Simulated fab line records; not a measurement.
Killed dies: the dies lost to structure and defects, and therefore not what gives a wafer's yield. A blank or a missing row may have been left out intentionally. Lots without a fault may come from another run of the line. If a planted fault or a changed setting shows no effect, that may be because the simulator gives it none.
Which tool did it? ; flow sky130 ; 6 lots with 18 wafers sampled at 2 steps, on a route of 708 steps

WHAT EACH GAUGE READ, for each wafer
SKY_VIA4_THK_MEAS_01.
lot;measured;on;VIA4_HDPCVD_THK (nm)
L557;day 43 11:58;film metro-04;1765 1722 1722
L559;day 44 01:19;film metro-02;1732 1766 1751
L562;day 44 19:28;film metro-04;1737 1744 1735
L565;day 45 16:40;film metro-04;1741 1758 1747
L569;day 46 17:01;film metro-04;1747 1733 1744
L576;day 48 07:08;film metro-04;1132 1779 1158

TOOL THAT RAN EACH LOT (tool first, then ch and the chambers of the sampled wafers, then the start)
lot;SKY_VIA4_HDPCVD_00
L557;hdpcvd-02 ch 0,1,2, day 43 11:47
L559;hdpcvd-01 ch 1,2, day 44 01:08
L562;hdpcvd-01 ch 0,1,2, day 44 19:18
L565;hdpcvd-01 ch 0,1, day 45 16:28
L569;hdpcvd-01 ch 1,2, day 46 16:50
L576;hdpcvd-01 ch 0,1, day 48 06:56
- SKY_VIA4_HDPCVD_00: deposits SiO2, target thk 1750 nm, time 291.7 s.

THE ANSWER, worked out from the rows above alone
Rule: the usual values come from the lots themselves. Put in order of their means at a reading, lots are off if they are a third of the lots or fewer, leave a main group of 4 or more, and stand apart from it by a gap of 3 or more times the standard deviation of the main group's means; of several such gaps the widest counts. The tables above print the reading to a certain number of digits; a main group whose means all agree to those digits is not used. A lot without any number at a reading at which 4 lots or more have one is off too. All remaining lots with rows at the step are treated as sound.
Off: at SKY_VIA4_THK_MEAS_01 (VIA4_HDPCVD_THK), L576. The main group has a mean of 1743 nm with a standard deviation of 5.3.
A tool fits if, at a process step before that reading, it ran every lot that is off, and no sound lot after the first of them. Those tools and the gauges at SKY_VIA4_THK_MEAS_01 are tried in the same way. Can't be told from this: 2 tools fit, hdpcvd-01 at SKY_VIA4_HDPCVD_00, film metro-04 at SKY_VIA4_THK_MEAS_01.

WHAT THE SIMULATOR PUT IN
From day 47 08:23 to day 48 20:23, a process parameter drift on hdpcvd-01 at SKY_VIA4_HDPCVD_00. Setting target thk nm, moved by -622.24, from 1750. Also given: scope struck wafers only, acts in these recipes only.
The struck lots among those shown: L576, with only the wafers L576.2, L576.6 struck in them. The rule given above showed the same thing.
